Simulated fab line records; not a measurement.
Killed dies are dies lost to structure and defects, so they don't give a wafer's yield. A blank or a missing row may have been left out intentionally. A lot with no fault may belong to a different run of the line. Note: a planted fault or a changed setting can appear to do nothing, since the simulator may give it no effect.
A lot that was struck, set against a sound lot :: flow gf180mcu :: 17 out of 602 route steps
Sound: wafers L689.1, L689.2, L689.6. The struck wafers were L699.1, L699.6. The cause is given at the end.
Order at every step that has rows: each side's tool, ch and its chambers, its first start. Under that, the readings that differ: sound wafers :: struck wafers :: difference of the means :: sigmas: that difference in standard deviations of wafers without a fault.
alike: a reading whose means differ by less than 2 such deviations, as well as words and numbers matching on both sides. not compared: withheld readings; readings where some wafer has no value; bounds like >300 that might hide an equal value; numbers whose values overlap and for which the record gives no deviation.
The two part at a step that has a row with sigmas, a row that says differs or no value, or rows on one side only. Numbers that have no deviation but don't overlap get no sigmas and don't part them. Lack of a reading on every wafer of one side parts them only where that side has two or more wafers.

first, 4 steps without rows for these wafers: GF_M4_SOFTBAKE_10 (time 60 s); GF_M4_EXPOSE_11 (exposes mask Metal4, target cd 280 nm); GF_M4_PEB_12 (peb time 90 s); GF_M4_DEVELOP_13 (develop time 60 s).
GF_M4_CD_MEAS_14 targets a cd of 280 nm.
  struck on cdSem-01, day 29 22:52; sound on cdSem-02, day 27 06:00
  alike: cdNm
GF_M4_OVL_MEAS_15:
  struck on overlay-02, day 29 22:59; sound on overlay-01, day 27 06:07
  alike: M4_OVL
GF_M4_METAL_ETCH_16: etches the open film in Cl2/BCl3, stops on SiO2, target depth 750.8 nm, time 125.1 s.
  sound on rieMetal-04 ch 0,1, day 27 06:09; struck on rieMetal-01 ch 0,1, day 29 23:01
  alike: chamberPressureMTorr, drypumpMotorCurrentA, oesProductAu, throttleValvePct
  not compared: rfHoursCounterH
GF_M4_STRIP_17: strips in O2/N2.
  sound on plasmaAsher-01 ch 0,1, day 27 06:17; struck on plasmaAsher-04 ch 1, day 29 23:08
  alike: chamberPressureMTorr, drypumpMotorCurrentA, heaterPowerW, oesProductAu, stripTimeToEndpointS
  not compared: rfHoursCounterH
then, 3 steps without rows for these wafers: GF_M4_STRIP_18 (strips in post etch residue remover, time 1200 s); GF_M4_CLEAN_19 (cleans in DIW); GF_V4_CVD_00 (deposits SiO2, target thk 600 nm, time 100 s).
GF_V4_THK_MEAS_01:
  struck on filmMetro-03, day 29 23:45; sound on filmMetro-01, day 27 06:54
  alike: V4_CVD_00_THK
GF_V4_CVD_02: deposits SiO2 from TEOS, target thk 850 nm, time 94.851 s.
  sound on pecvd-03 ch 0,1,2, day 27 06:58; struck on pecvd-04 ch 0,1, day 29 23:49
reading: model.SiO2_of_V4_CVD_02.thkNm (nm)
sound: 852.9 845.1 870.5
struck: 749.9 757.5
difference: -102.5
sigmas: 
  alike: heaterPowerW
  not compared: sinceWetCleanH
GF_V4_THK_MEAS_03:
  struck on filmMetro-03, day 29 23:53; sound on filmMetro-01, day 27 07:01
reading: V4_CVD_02_THK (nm)
sound: 853 845 871
struck: 750 757
difference: -103
sigmas: -9
GF_V4_CMP_04: polishes SiO2.
  sound on cmp-02 ch 0,1,2, day 27 07:16; struck on cmp-01 ch 0,1, day 29 23:59
reading: timeToEndpointS (s)
sound: 76 76 84
struck: 47 46
difference: -32
sigmas: -6
  alike: motorCurrentA, retainingRingPressureFrac
GF_V4_BOW_MEAS_05:
  struck on filmMetro-03, day 30 00:14; sound on filmMetro-03, day 27 07:28
reading: V4_BOW (um)
sound: 130 114 134
struck: 167 153
difference: +34
sigmas: +3
GF_PASSIVATION_PROBE_99:
  rows exist in the record for the sound wafers here (prober-02, day 32 08:11), none for the struck ones

WHERE THEY PART
At GF_V4_THK_MEAS_03 first; at GF_PASSIVATION_PROBE_99 last (within this record only).

WHY: what the simulator had put in
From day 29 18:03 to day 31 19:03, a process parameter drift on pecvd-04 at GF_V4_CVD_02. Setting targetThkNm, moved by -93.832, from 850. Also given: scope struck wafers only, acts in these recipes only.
